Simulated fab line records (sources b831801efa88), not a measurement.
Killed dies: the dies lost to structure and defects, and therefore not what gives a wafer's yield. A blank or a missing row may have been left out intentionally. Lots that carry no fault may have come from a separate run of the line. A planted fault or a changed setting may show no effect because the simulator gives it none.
Chamber matching || flow gf180mcu || GF_SAB_CVD_00 on pecvd-04: 3 sister chambers
The step deposits SiO2 from TEOS, target thk 50 nm, time 4.9302 s. 3 wafers are shown with their chamber, then 7 later ones without.

WAFERS WITH THEIR CHAMBER
{"wafer": "L576.3", "chamber": 1, "heater power w (W)": 618}
{"wafer": "L578.1", "chamber": 0, "heater power w (W)": 573}
{"wafer": "L578.2", "chamber": 2, "heater power w (W)": 632}

WAFERS WITHOUT THEIR CHAMBER
{"wafer": "L578.4", "heater power w (W)": 598}
{"wafer": "L579.4", "heater power w (W)": 597}
{"wafer": "L579.5", "heater power w (W)": 547}
{"wafer": "L579.6", "heater power w (W)": 600}
{"wafer": "L584.1", "heater power w (W)": 542}
{"wafer": "L584.4", "heater power w (W)": 537}
{"wafer": "L584.6", "heater power w (W)": 544}

WHICH CHAMBER EACH ONE RAN IN
{"wafer": "L578.4", "from the rows above": "can't be placed: 1 or 0 or 2", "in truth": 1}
{"wafer": "L579.4", "from the rows above": "can't be placed: 1 or 0 or 2", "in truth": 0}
{"wafer": "L579.5", "from the rows above": "can't be placed: 0 or 1", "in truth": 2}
{"wafer": "L579.6", "from the rows above": "can't be placed: 1 or 0 or 2", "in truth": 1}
{"wafer": "L584.1", "from the rows above": "can't be placed: 0 or 1", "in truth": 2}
{"wafer": "L584.4", "from the rows above": "can't be placed: 0 or 1", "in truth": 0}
{"wafer": "L584.6", "from the rows above": "can't be placed: 0 or 1", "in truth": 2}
Correct placement for 0 of the 7. From these rows, 7 cannot be placed; in 4 the true chamber is one of the candidates. Number placed wrongly: 0.
How it was worked out, from the rows above alone: a wafer's distance from a chamber is the root of the sum, over the readings, of the square of ((its reading less the chamber's mean) divided by the reading's scatter). If the next closest chamber is less than 2 further off than the closest, the wafer can't be placed; otherwise it belongs to the closest. For every chamber, the mean is computed from those of its wafers that are shown. The scatter (one wafer shown for each chamber): square how far every hidden wafer sits from the nearest shown wafer, average those squares and take the square root.
